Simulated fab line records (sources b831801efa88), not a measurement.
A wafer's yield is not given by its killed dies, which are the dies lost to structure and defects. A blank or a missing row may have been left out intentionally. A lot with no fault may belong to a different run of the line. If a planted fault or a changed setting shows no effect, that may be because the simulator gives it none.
Which tool did it?	flow sky130	Sampling: 12 lots, 36 wafers, 4 of 708 route steps

== WHAT THE GAUGES SHOWED, per wafer ==
SKY_VIA3_CD_MEAS_12: target cd 200 nm. Usual: cd nm 200.3 nm, standard deviation 1.6.
lot	measured	on	cd nm (nm)	flag
L926	day 39 14:38	cd sem-02	201.8 202.4 201.5	
L927	day 39 20:16	cd sem-01	198.5 197.8 199.6	
L928	day 40 07:47	cd sem-01	199.8 199.9 201.3	
L931	day 41 00:35	cd sem-01	199.2 197.3 198.9	
L934	day 42 00:41	cd sem-01	202.1 201.9 200.4	
L936	day 42 11:44	cd sem-01	200.0 198.8 199.0	
L937	day 42 21:22	cd sem-01	198.7 199.0 199.4	
L940	day 43 14:12	cd sem-02	200.4 201.7 201.5	
L942	day 44 05:44	cd sem-01	202.3 201.8 202.1	
L945	day 45 01:41	cd sem-02	200.8 201.1 200.5	
L948	day 45 11:01	cd sem-01	199.2 198.5 198.6	
L949	day 45 14:35	cd sem-02	200.6 199.8 200.9	

== WHICH TOOL RAN EACH LOT (tool, then ch and the chambers of the sampled wafers, then the start) ==
lot	SKY_VIA2_CMP_02	SKY_VIA2_CVD_21	SKY_METAL3_ETCH_16
L926	cmp-02 ch 1,2, day 35 02:23	cvd w-01 ch 0,1, day 36 06:34	rie metal-01 ch 0,1, day 38 12:02
L927	cmp-02 ch 0,1,3, day 35 10:25	cvd w-01 ch 0,1, day 36 13:58	rie metal-03 ch 0,1, day 38 18:17
L928	cmp-02 ch 0,1,2, day 35 22:26	cvd w-02 ch 0,1, day 37 01:24	rie metal-04 ch 0,1, day 39 05:24
L931	cmp-01 ch 0,1, day 36 16:22	cvd w-02 ch 0,1, day 37 18:56	rie metal-01 ch 0, day 39 22:23
L934	cmp-02 ch 0,2,3, day 37 17:22	cvd w-02 ch 0,1, day 38 19:44	rie metal-03 ch 0,1, day 40 23:13
L936	cmp-01 ch 2,3, day 38 07:41	cvd w-01 ch 0,1, day 39 09:03	rie metal-04 ch 0, day 41 10:53
L937	cmp-02 ch 1,2, day 38 16:08	cvd w-02 ch 0,1, day 39 18:07	rie metal-04 ch 0,1, day 41 20:47
L940	cmp-02 ch 0,3, day 39 10:58	cvd w-02 ch 0,1, day 40 12:27	rie metal-03 ch 0,1, day 42 12:37
L942	cmp-02 ch 0,1,2, day 40 03:16	cvd w-01 ch 0,1, day 41 04:57	rie metal-03 ch 0,1, day 43 04:53
L945	cmp-02 ch 0,1,2, day 41 02:14	cvd w-02 ch 1, day 42 02:59	rie metal-01 ch 0,1, day 44 02:41
L948	cmp-01 ch 0,2,3, day 41 11:43	cvd w-01 ch 0, day 42 12:25	rie metal-04 ch 0,1, day 44 12:11
L949	cmp-01 ch 0,2,3, day 41 16:52	cvd w-01 ch 0,1, day 42 17:02	rie metal-04 ch 0,1, day 44 16:16
- SKY_VIA2_CMP_02: polishes SiO2.
- SKY_VIA2_CVD_21: deposits W, target thk 420 nm, time 126.4 s.
- SKY_METAL3_ETCH_16: etches BARC in N2/H2, stops on SiO2, time 88.2 s, target depth 60 nm.

== WHAT THE TOOLS THEMSELVES READ (means of the sampled wafers that have a number; where no wafer has one, the mark that the record gives instead) ==
SKY_VIA2_CMP_02. Usual: motor current A 11.8 A, standard deviation 1; slurry flow ml min 150.0, standard deviation 0.46.
lot	tool	motor current A (A)	slurry flow ml min	flag
L926	cmp-02	12.9	149.9	
L927	cmp-02	12.0	150.1	
L928	cmp-02	12.4	150.1	
L931	cmp-01	12.4	150.2	
L934	cmp-02	11.6	149.5	
L936	cmp-01	11.0	149.9	
L937	cmp-02	12.8	150.1	
L940	cmp-02	11.2	149.8	
L942	cmp-02	12.7	150.1	
L945	cmp-02	12.5	149.8	
L948	cmp-01	11.4	150.1	
L949	cmp-01	11.9	149.9	

SKY_VIA2_CVD_21. Usual: heater power w 961 W, standard deviation 150.
lot	tool	heater power w (W)	flag
L926	cvd w-01	973	
L927	cvd w-01	1086	
L928	cvd w-02	897	
L931	cvd w-02	895	
L934	cvd w-02	889	
L936	cvd w-01	1007	
L937	cvd w-02	892	
L940	cvd w-02	903	
L942	cvd w-01	1023	
L945	cvd w-02	889	
L948	cvd w-01	1126	
L949	cvd w-01	1010	

SKY_METAL3_ETCH_16. Usual: drypump motor current A 6.0 A, standard deviation 0.46; h2 flow sccm 199.9 sccm, standard deviation 0.59; oes product au 0.625 a.u., standard deviation 0.0042; rf fwd power W 496.8 W, standard deviation 1.8; throttle valve pct 13.204 %, standard deviation 0.0082.
lot	tool	drypump motor current A (A)	h2 flow sccm (sccm)	oes product au (a.u.)	rf fwd power W (W)	throttle valve pct (%)	flag
L926	rie metal-01	5.5	199.7	0.625	497.0	13.194	
L927	rie metal-03	6.0	199.1	0.624	498.6	13.203	
L928	rie metal-04	6.3	200.2	0.623	496.4	13.203	
L931	rie metal-01	5.0	200.4	0.626	497.2	13.197	
L934	rie metal-03	6.0	199.8	0.622	497.1	13.201	
L936	rie metal-04	6.5	200.5	0.624	574.1	13.201	OFF
L937	rie metal-04	6.2	199.5	0.622	577.8	13.202	OFF
L940	rie metal-03	5.9	199.8	0.628	499.0	13.206	
L942	rie metal-03	6.0	200.0	0.623	498.3	13.210	
L945	rie metal-01	5.2	200.3	0.628	495.6	13.202	
L948	rie metal-04	6.2	200.0	0.624	496.8	13.207	
L949	rie metal-04	6.2	200.4	0.630	497.3	13.206	

== THE ANSWER, worked out from the rows above alone ==
Rule: a lot counts as off when the mean over its wafers that have a number is more than 3 standard deviations away from the usual mean. A lot without any number at a reading at which 4 lots or more have one is off too. All remaining lots with rows at the step are treated as sound. The gauges are gone through in route order, then the tools' own readings, and for those a lot's mean is taken as printed above. The first step at which some lot is off is used, and at that step the reading that is off furthest; a lot without a number counts as furthest.
Off, at SKY_METAL3_ETCH_16 on rf fwd power W: L936, L937.
A tool fits if, at that step or a process step before it, it ran every lot that is off, and no sound lot after the first of them. None of those tried fits.

== WHAT THE SIMULATOR PUT IN ==
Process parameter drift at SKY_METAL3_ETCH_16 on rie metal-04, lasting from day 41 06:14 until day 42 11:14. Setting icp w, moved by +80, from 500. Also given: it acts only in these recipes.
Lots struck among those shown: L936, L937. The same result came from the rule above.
